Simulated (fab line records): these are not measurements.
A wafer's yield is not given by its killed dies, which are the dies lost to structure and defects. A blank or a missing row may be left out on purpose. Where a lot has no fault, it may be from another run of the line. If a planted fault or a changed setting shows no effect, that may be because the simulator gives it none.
Which of the tools did it?    flow sky130    18 wafers from 6 lots sampled at 2 of the route's 708 steps

WHAT THE GAUGES SHOWED, per wafer
SKY_LDD_HVN_OVL_MEAS_07.
lot   measured      on          LDD_HVN_OVL (nm)
L501  day 22 06:33  overlay-01  - - -
L509  day 24 20:22  overlay-02  0.6 -1.1 -2.0
L511  day 25 17:52  overlay-01  -2.2 -0.4 -1.7
L514  day 26 12:16  overlay-02  -0.6 0.8 1.9
L517  day 27 08:57  overlay-02  1.3 -1.3 1.9
L519  day 29 12:58  overlay-01  0.1 -0.8 1.2

EACH LOT AND THE TOOL THAT RAN IT (in order: tool; ch and the chambers of the sampled wafers; start)
lot   SKY_LDD_HVN_EXPOSE_04
L501  iline-stepper-01 ch 0, day 21 16:25
L509  iline-stepper-01 ch 0, day 24 06:20
L511  iline-stepper-01 ch 0, day 25 03:13
L514  iline-stepper-01 ch 0, day 25 21:51
L517  iline-stepper-01 ch 0, day 26 19:11
L519  iline-stepper-01 ch 0, day 28 23:17
- SKY_LDD_HVN_EXPOSE_04: exposes mask HVNTM, target cd 700 nm.

THE ANSWER, worked out from the rows above alone
Rule: the usual values come from the lots themselves. The widest of any qualifying gaps counts: lots, ordered by their means at a reading, are off when they make up no more than a third of the lots, leave a main group of 4 or more, and stand apart from it by 3 or more times the standard deviation of that group's means. If all means in a main group match to the digits the tables above print for the reading, that group is not used. A lot without any number at a reading at which 4 lots or more have one is off too. The other lots that the step has rows for count as sound.
Off: L501, at SKY_LDD_HVN_OVL_MEAS_07 (LDD_HVN_OVL). Without a number there: L501. Main group: mean -0.2 nm, sd 0.84.
If a tool, at a process step before that reading, ran all the lots that are off and no sound lot after the first of them, it fits. The gauges at SKY_LDD_HVN_OVL_MEAS_07 are tried like those tools. No candidate that was tried fits.

WHAT THE SIMULATOR HAD INSERTED
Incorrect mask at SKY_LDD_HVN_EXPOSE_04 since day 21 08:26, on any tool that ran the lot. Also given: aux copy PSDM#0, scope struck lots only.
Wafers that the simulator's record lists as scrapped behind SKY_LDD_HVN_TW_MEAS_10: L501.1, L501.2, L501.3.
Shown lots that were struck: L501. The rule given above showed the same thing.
